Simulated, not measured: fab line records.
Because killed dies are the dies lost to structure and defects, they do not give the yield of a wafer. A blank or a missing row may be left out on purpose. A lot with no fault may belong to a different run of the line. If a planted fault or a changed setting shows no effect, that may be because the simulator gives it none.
Problem report, 8D (eight disciplines) form, completed by code ; flow gf180mcu ; the parts of the form that need people (team, actions taken, sign-off) are left out

== 1. THE ISSUE ==
Across 9 wafers from 3 lots, POLY_GATE_CVD_00_THK at GF_POLY_GATE_THK_MEAS_01 averages 174.0 nm, while fault-free wafers read 199.8 nm with a standard deviation of 1.5. Measured from the usual mean, that is -17 standard deviations.
First observed at day 11 02:35: wafer L433.2, on film-metro-02. The record holds 30 wafers of 10 lots with a number at this step. The rule behind "out" and "out of limits": a value lying over 4 standard deviations away from the usual mean. The other wafers with a number count as sound.

== 2. WHAT IT IS, AND WHAT IT ISN'T ==
question;is;is not
which readings at this step;POLY_GATE_CVD_00_THK;-
which lots;L433, L434, L436;L425, L427, L428, L430, L444, L445, L446
which wafers of those lots;all that have a number;-
read on which gauges;film-metro-01, film-metro-02, film-metro-03;-
when;from day 11 02:35;"up to then (12 sound wafers); but 9 sound wafers of L444, L445, L446 came after"

== 3. WHAT RULES OUT EACH SUSPECT ==
Counting: a tool at a process step up to the reading stays a suspect if it ran every lot that is out and no sound lot after the first of them.
- the gauge at GF_POLY_GATE_THK_MEAS_01: ruled out. The wafers that are out were read on 3 gauges (film-metro-01, film-metro-02, film-metro-03).
- lpcvd-01 at GF_POLY_GATE_CVD_00 (deposits poly-Si, target thk 200 nm, time 1200 s): ruled out as a lasting fault. Sound lots L444, L445 ran on it after its first lot that is out, L433 (day 11 01:15).
Left after counting: nothing in the record.

== 4. THE CAUSE (what the simulator had put in) ==
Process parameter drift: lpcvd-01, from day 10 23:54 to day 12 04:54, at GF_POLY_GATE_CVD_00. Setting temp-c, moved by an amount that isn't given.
Counting ruled it out, wrongly: the rule takes a fault to strike every lot that its tool runs from its start on, and this one did not.

== 5. SEQUENCE OF EFFECTS, ordered by route ==
Each row: a reading where the mean over the struck wafers with a number is more than 3 standard deviations away from the usual. Readings are gone through only where the record gives a usual standard deviation; hours: the median, over the lots, of the time from a lot's start at the first step in this table giving one to that lot's start at this step; sigmas: the change measured in usual standard deviations.
hours;step;reading;usual;on struck wafers;change;sigmas
0;GF_POLY_GATE_CVD_00;spike-tc-bottom-C;638.8 C;633.6;-5.2;-4.0
0;GF_POLY_GATE_CVD_00;spike-tc-centre-C;620.4 C;614.5;-5.9;-5.4
0;GF_POLY_GATE_CVD_00;spike-tc-lower-C;620.9 C;615.3;-5.6;-3.7
0;GF_POLY_GATE_CVD_00;spike-tc-upper-C;619.8 C;613.3;-6.5;-5.9
0;GF_POLY_GATE_CVD_00;susceptor-temp-C;620.02 C;614.31;-5.71;-20
1;GF_POLY_GATE_THK_MEAS_01;POLY_GATE_CVD_00_THK;199.8 nm;174.0;-25.8;-17
20;GF_POLY_GATE_ETCH_13;oes-product-au;0.987 a.u.;0.907;-0.080;-8.0
It contains these process steps:
- GF_POLY_GATE_CVD_00: deposits poly-Si, target thk 200 nm, time 1200 s.
- GF_POLY_GATE_ETCH_13: etches poly-Si in HBr/Cl2, stops on SiO2, target depth 198.5 nm, time 69.6 s.

== 6. HOW IT WOULD HAVE BEEN CAUGHT EARLIER ==
The first out-of-limits reading at a measuring or inspecting step in this record came at day 11 02:35, 3 hours after the fault's start at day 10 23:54.
At GF_POLY_GATE_CVD_00, the tool's own readings (spike-tc-upper-C, susceptor-temp-C) were out on each struck wafer the step has a row for, so an alarm limit on them would have fired on the first such wafer.
